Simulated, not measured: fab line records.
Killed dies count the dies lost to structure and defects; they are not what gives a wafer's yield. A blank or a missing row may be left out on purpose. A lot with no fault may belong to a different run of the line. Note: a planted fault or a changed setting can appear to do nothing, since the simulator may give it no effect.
Code-filled problem report in 8D (eight disciplines) form || flow gf180mcu || the parts of the form that need people (team, actions taken, sign-off) are left out

== 1. PROBLEM STATEMENT ==
Wafers free of any fault read 89.7 nm (standard deviation 0.83) for HV_LDD_CVD_56_THK at GF_HV_LDD_THK_MEAS_57, against a mean of 64.8 nm on 6 wafers of 2 lots. That puts it -30 standard deviations away from the usual mean.
The first sign was on wafer L869.2 at day 15 15:32, on film metro-04. At this step, 33 wafers from 11 lots have a number in the record. By rule, "out" or "out of limits" means more than 4 standard deviations away from the usual mean. Any other wafer with a number is counted as sound.

== 2. WHAT IT IS, AND WHAT IT ISN'T ==
{"question": "which readings at this step", "is": "HV_LDD_CVD_56_THK", "is not": "-"}
{"question": "which lots", "is": "L869, L870", "is not": "L862, L863, L865, L868, L879, L880, L881, L882, L883"}
{"question": "which wafers of those lots", "is": "all that have a number", "is not": "-"}
{"question": "read on which gauges", "is": "film metro-03, film metro-04", "is not": "film metro-01"}
{"question": "when", "is": "from day 15 15:32", "is not": "up to then (12 sound wafers); but 15 sound wafers of L879, L880, L881, L882, L883 came after"}

== 3. SUSPECTS, AND WHAT RULES EACH OUT ==
Counting: a tool stays on the suspect list if, at a process step up to the reading, it processed all lots that are out and no sound lot following the first of them.
- the gauge at GF_HV_LDD_THK_MEAS_57 has been ruled out. Those wafers that are out were read across 2 gauges (film metro-03, film metro-04).
- rtp anneal-01 at GF_HV_LDD_RTA_52 (time 10 s): ruled out as a lasting fault. Sound lots L881 ran on it after its first lot that is out, L869 (day 15 12:50).
- lpcvd-01 at GF_HV_LDD_CVD_56 (deposits Si3N4 from DCS/NH3, target thk 90 nm, time 1543 s): ruled out as a lasting fault. Sound lots L879, L883 ran on it after its first lot that is out, L869 (day 15 14:05).
Left after counting: nothing in the record.

== 4. THE CAUSE (what the simulator had put in) ==
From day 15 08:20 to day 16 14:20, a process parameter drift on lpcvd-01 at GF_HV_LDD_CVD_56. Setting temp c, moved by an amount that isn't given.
Counting ruled it out, wrongly: the rule takes a fault to strike every lot that its tool runs from its start on, and this one did not.

== 5. THE CHAIN OF EFFECTS, in route order ==
One row per reading whose mean, taken over the struck wafers that have a number, lies over 3 standard deviations from the usual. Scope: only readings with a usual standard deviation given in the record; hours: median across lots of the time from each lot's start at the first step in this table that gives one to its start at this step; sigmas: change in usual standard deviations.
{"hours": 0, "step": "GF_HV_LDD_CVD_56", "reading": "spike tc bottom C", "usual": "787.5 C", "on struck wafers": 770.2, "change": -17.3, "sigmas": -7.2}
{"hours": 0, "step": "GF_HV_LDD_CVD_56", "reading": "spike tc centre C", "usual": "771.0 C", "on struck wafers": 756.2, "change": -14.8, "sigmas": -11}
{"hours": 0, "step": "GF_HV_LDD_CVD_56", "reading": "spike tc lower C", "usual": "770.3 C", "on struck wafers": 753.7, "change": -16.6, "sigmas": -15}
{"hours": 0, "step": "GF_HV_LDD_CVD_56", "reading": "spike tc top C", "usual": "780.4 C", "on struck wafers": 764.0, "change": -16.4, "sigmas": -11}
{"hours": 0, "step": "GF_HV_LDD_CVD_56", "reading": "spike tc upper C", "usual": "770.1 C", "on struck wafers": 754.0, "change": -16.1, "sigmas": -15}
{"hours": 0, "step": "GF_HV_LDD_CVD_56", "reading": "susceptor temp C", "usual": "770.0 C", "on struck wafers": 753.8, "change": -16.2, "sigmas": -45}
{"hours": 1, "step": "GF_HV_LDD_THK_MEAS_57", "reading": "HV_LDD_CVD_56_THK", "usual": "89.7 nm", "on struck wafers": 64.8, "change": -24.9, "sigmas": -30}
{"hours": 7, "step": "GF_HV_LDD_ETCHBACK_58", "reading": "oes product au", "usual": "0.841 a.u.", "on struck wafers": 0.713, "change": -0.128, "sigmas": -21}
The process steps in it:
- GF_HV_LDD_CVD_56: deposits Si3N4 from DCS/NH3, target thk 90 nm, time 1543 s.
- GF_HV_LDD_ETCHBACK_58: etches Si3N4 in CH3F/O2, stops on SiO2, time 100 s, target depth 90 nm.

== 6. HOW IT WOULD HAVE BEEN CAUGHT EARLIER ==
In this record the first reading out of limits at a measuring or inspecting step was taken at day 15 15:32, 7 hours after the fault began at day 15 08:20.
Tool's own readings at GF_HV_LDD_CVD_56, spike tc bottom C, spike tc centre C, spike tc lower C, spike tc top C, spike tc upper C, susceptor temp C: out on all struck wafers the step has rows for; an alarm limit on them would have tripped on the first.
